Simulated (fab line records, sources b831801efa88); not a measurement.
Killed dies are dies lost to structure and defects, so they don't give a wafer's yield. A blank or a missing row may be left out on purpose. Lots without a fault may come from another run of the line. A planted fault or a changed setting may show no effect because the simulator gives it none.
Which tool did it? | flow gf180mcu | 15 lots, 45 wafers sampled, at 3 steps of a route of 602

WHAT THE GAUGES READ, wafer by wafer
GF_VT_IMPLANT_RS_MEAS_48: measures by four-point-probe. Usual: LVPWELL_RS 1199 ohm/sq, standard deviation 3.5.
lot  | measured     | on            | LVPWELL_RS (ohm/sq) | flag
L993 | day 7 16:17  | film_metro-02 | 1204 1198 1204      |
L995 | day 8 02:33  | film_metro-02 | 1198 1200 1199      |
L996 | day 8 06:45  | film_metro-04 | 1201 1202 1199      |
L998 | day 8 23:40  | film_metro-01 | 1193 1198 1195      |
L999 | day 9 05:04  | film_metro-01 | 1194 1193 1191      |
L101 | day 9 18:50  | film_metro-02 | 1198 1195 1198      |
L102 | day 10 01:20 | film_metro-04 | 1199 1198 1198      |
L103 | day 10 05:34 | film_metro-02 | 1198 1202 1201      |
L104 | day 10 17:56 | film_metro-02 | 1198 1205 1203      |
L109 | day 12 06:55 | film_metro-04 | 1200 1197 1199      |
L110 | day 12 12:08 | film_metro-02 | 1198 1200 1200      |
L111 | day 12 15:01 | film_metro-02 | 1201 1201 1201      |
L112 | day 12 21:40 | film_metro-02 | 1202 1204 1204      |
L115 | day 13 19:56 | film_metro-04 | 1201 1202 1201      |
L116 | day 14 02:44 | film_metro-04 | 1196 1193 1195      |

WHICH TOOL RAN EACH LOT (tool, then ch and the chambers of the sampled wafers, then the start)
lot  | GF_VT_IMPLANT_STRIP_20               | GF_VT_IMPLANT_STRIP_42
L993 | plasma_asher-01 ch 0,1, day 6 08:04  | plasma_asher-02 ch 0,1, day 7 15:43
L995 | plasma_asher-01 ch 0,1, day 6 17:46  | plasma_asher-01 ch 0,1, day 8 01:58
L996 | plasma_asher-01 ch 0,1, day 6 22:04  | plasma_asher-02 ch 0,1, day 8 06:11
L998 | plasma_asher-04 ch 0,1, day 7 13:47  | plasma_asher-02 ch 0,1, day 8 23:07
L999 | plasma_asher-02 ch 0,1, day 7 19:28  | plasma_asher-02 ch 0,1, day 9 04:29
L101 | plasma_asher-02 ch 0,1, day 8 08:40  | plasma_asher-01 ch 0,1, day 9 18:17
L102 | plasma_asher-02 ch 0,1, day 8 13:32  | plasma_asher-04 ch 0,1, day 10 00:35
L103 | plasma_asher-02 ch 0,1, day 8 18:58  | plasma_asher-01 ch 0,1, day 10 05:01
L104 | plasma_asher-02 ch 0,1, day 9 05:41  | plasma_asher-01 ch 0,1, day 10 17:23
L109 | plasma_asher-02 ch 0,1, day 10 17:05 | plasma_asher-01 ch 0,1, day 12 06:21
L110 | plasma_asher-01 ch 0,1, day 10 21:52 | plasma_asher-02 ch 0,1, day 12 11:35
L111 | plasma_asher-01 ch 0,1, day 11 00:35 | plasma_asher-02 ch 0,1, day 12 14:28
L112 | plasma_asher-04 ch 0,1, day 11 06:40 | plasma_asher-04 ch 1, day 12 21:06
L115 | plasma_asher-01 ch 0,1, day 12 04:23 | plasma_asher-04 ch 0,1, day 13 19:14
L116 | plasma_asher-01 ch 0,1, day 12 10:39 | plasma_asher-04 ch 0,1, day 14 02:11
- GF_VT_IMPLANT_STRIP_20: strips in O2/N2.
- GF_VT_IMPLANT_STRIP_42: strips in O2/N2.

WHAT THE TOOLS THEMSELVES READ (means of the sampled wafers that have a number; where no wafer has one, the mark that the record gives instead)
GF_VT_IMPLANT_STRIP_20. Usual: drypump_motor_current_A 6.00 A, standard deviation 0.25; heater_power_w 360 W, standard deviation 26; oes_product_au 0.716 a.u., standard deviation 0.0043; strip_time_to_endpoint_s 12.63 s, standard deviation 0.034.
lot  | tool            | drypump_motor_current_A (A) | heater_power_w (W) | oes_product_au (a.u.) | strip_time_to_endpoint_s (s) | flag
L993 | plasma_asher-01 | 6.06                        | 367                | 0.715                 | 12.58                        |
L995 | plasma_asher-01 | 6.09                        | 371                | 0.713                 | 12.65                        |
L996 | plasma_asher-01 | 6.07                        | 372                | 0.716                 | 12.64                        |
L998 | plasma_asher-04 | 5.77                        | 364                | 0.719                 | 12.65                        |
L999 | plasma_asher-02 | 5.98                        | 326                | 0.716                 | 12.60                        |
L101 | plasma_asher-02 | 5.79                        | 345                | 0.720                 | 12.65                        |
L102 | plasma_asher-02 | 5.78                        | 348                | 0.714                 | 12.60                        |
L103 | plasma_asher-02 | 5.97                        | 330                | 0.713                 | 12.66                        |
L104 | plasma_asher-02 | 5.99                        | 329                | 0.713                 | 12.62                        |
L109 | plasma_asher-02 | 5.80                        | 348                | 0.720                 | 12.64                        |
L110 | plasma_asher-01 | 6.17                        | 370                | 0.716                 | 12.65                        |
L111 | plasma_asher-01 | 6.18                        | 367                | 0.716                 | 12.61                        |
L112 | plasma_asher-04 | 5.95                        | 382                | 0.717                 | 12.68                        |
L115 | plasma_asher-01 | 6.16                        | 360                | 0.720                 | 12.59                        |
L116 | plasma_asher-01 | 6.18                        | 367                | 0.711                 | 12.63                        |

GF_VT_IMPLANT_STRIP_42. Usual: drypump_motor_current_A 5.95 A, standard deviation 0.26; heater_power_w 354 W, standard deviation 31; oes_product_au 0.715 a.u., standard deviation 0.004; strip_time_to_endpoint_s 12.63 s, standard deviation 0.034.
lot  | tool            | drypump_motor_current_A (A) | heater_power_w (W) | oes_product_au (a.u.) | strip_time_to_endpoint_s (s) | flag
L993 | plasma_asher-02 | 5.97                        | 325                | 0.712                 | 12.61                        |
L995 | plasma_asher-01 | 6.18                        | 363                | 0.714                 | 12.63                        |
L996 | plasma_asher-02 | 5.98                        | 324                | 0.716                 | 12.60                        |
L998 | plasma_asher-02 | 5.81                        | 353                | 0.719                 | 12.63                        |
L999 | plasma_asher-02 | 5.81                        | 353                | 0.720                 | 12.60                        |
L101 | plasma_asher-01 | 6.08                        | 372                | 0.715                 | 12.66                        |
L102 | plasma_asher-04 | 5.94                        | 375                | 0.718                 | 12.63                        |
L103 | plasma_asher-01 | 6.19                        | 367                | 0.714                 | 12.61                        |
L104 | plasma_asher-01 | 6.18                        | 366                | 0.715                 | 12.67                        |
L109 | plasma_asher-01 | 6.20                        | 368                | 0.716                 | 12.65                        |
L110 | plasma_asher-02 | 5.80                        | 356                | 0.714                 | 12.60                        |
L111 | plasma_asher-02 | 5.95                        | 328                | 0.716                 | 12.61                        |
L112 | plasma_asher-04 | 5.59                        | 355                | 0.714                 | 12.67                        |
L115 | plasma_asher-04 | 5.97                        | 383                | 0.717                 | 12.67                        |
L116 | plasma_asher-04 | 5.93                        | 376                | 0.719                 | 12.65                        |

THE ANSWER, worked out from the rows above alone
Rule: a lot is off if the mean of its wafers that have a number lies more than 3 standard deviations from the usual mean. A lot without any number at a reading at which 4 lots or more have one is off too. The other lots that the step has rows for count as sound. The gauges are gone through in route order, then the tools' own readings, and for those a lot's mean is taken as printed above. The first step at which some lot is off is used, and at that step the reading that is off furthest; a lot without a number counts as furthest.
No lot is off at any reading shown: from this, nothing can be told.

WHAT THE SIMULATOR HAD PUT IN
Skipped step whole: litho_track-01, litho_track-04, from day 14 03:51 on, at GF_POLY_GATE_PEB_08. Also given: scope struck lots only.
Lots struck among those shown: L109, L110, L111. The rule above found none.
